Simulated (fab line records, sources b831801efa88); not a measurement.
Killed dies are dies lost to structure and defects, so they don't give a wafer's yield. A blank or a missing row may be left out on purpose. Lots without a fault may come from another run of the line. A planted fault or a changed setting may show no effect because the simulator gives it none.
One fault seen from 2 desks | flow gf180mcu | each desk has only its own numbers; what lay behind them comes last

THE METROLOGY DESK
What the gauges read, lot by lot, whatever tool the lot ran on: means of the sampled wafers that have a number. A lot is out of limits, marked OUT, if its mean lies more than 4 standard deviations from the usual mean; the brackets give that distance.
Columns: A = V2_OVL at GF_V2_OVL_MEAS_15, usual 2 nm; B = V3_CVD_00_THK at GF_V3_THK_MEAS_01, usual 592 nm; C = V3_W_RS at GF_V3_RS_MEAS_24, usual 0.329 ohm/sq; D = V3_W_THK at GF_V3_THK_MEAS_25, usual 361 nm
lot  | first seen here | A  | B   | C                | D
L755 | day 21 18:11    | 0  | 600 | 0.329            | 366
L754 | day 21 22:52    | 2  | 583 | 0.331            | 360
L756 | day 22 06:05    | 3  | 585 | 0.329            | 361
L757 | day 22 15:50    | 6  | 592 | 0.334            | 351
L758 | day 23 01:41    | 2  | 609 | 0.331            | 359
L759 | day 23 02:38    | 7  | 584 | 0.333            | 357
L766 | day 25 17:52    | 3  | 598 | 0.349 (+5.3) OUT | 345
L768 | day 26 05:08    | 6  | 601 | 0.379 (+14) OUT  | 316 (-8.7) OUT
L772 | day 27 06:30    | -3 | 595 | 0.327            | 366
L773 | day 27 14:47    | 7  | 605 | 0.333            | 356
This desk's finding: out of limits on L766, L768; first on L766, day 27 14:20 (V3_W_RS at GF_V3_RS_MEAS_24). In limits: L755, L754, L756, L757, L758, L759, L772, L773.

THE TOOL OWNER'S DESK: cvd_w-01
The tool's own readings at GF_V3_CVD_23 (deposits W, target thk 350 nm, time 104.9 s): means of the sampled wafers that have a number, for each lot that ran on this tool. A lot is out of limits, marked OUT, if its mean lies more than 4 standard deviations from the usual mean; the brackets give that distance.
Columns: A = heater_power_w at GF_V3_CVD_23, usual 924 W; B = susceptor_temp_C at GF_V3_CVD_23, usual 399.98 C
lot  | first seen here | A   | B
L755 | day 23 19:20    | 921 | 400.13
L754 | day 24 01:08    | 926 | 399.66
L756 | day 24 06:49    | 930 | 400.12
L759 | day 25 03:40    | 948 | 399.96
L766 | day 27 14:13    | 918 | 396.01 (-17) OUT
L768 | day 28 01:40    | 886 | 392.08 (-34) OUT
This desk's finding: out of limits on L766, L768; first on L766, day 27 14:13 (susceptor_temp_C at GF_V3_CVD_23). In limits: L755, L754, L756, L759.

PUT TOGETHER
The tool owner's desk could have raised an alarm at day 27 14:13, on L766, L768.
The metrology desk could have raised an alarm at day 27 14:20, on L766, L768.
Of the lots named, all ran GF_V3_CVD_23 on cvd_w-01.

WHAT THE SIMULATOR HAD PUT IN
Process parameter drift: cvd_w-01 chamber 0, from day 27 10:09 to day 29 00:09, at GF_V3_CVD_23. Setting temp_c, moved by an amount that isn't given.
Lots struck among those shown: L766, L768.
Hours from the fault's start to each desk's first reading out of limits: the tool owner's desk, 4; the metrology desk, 4.
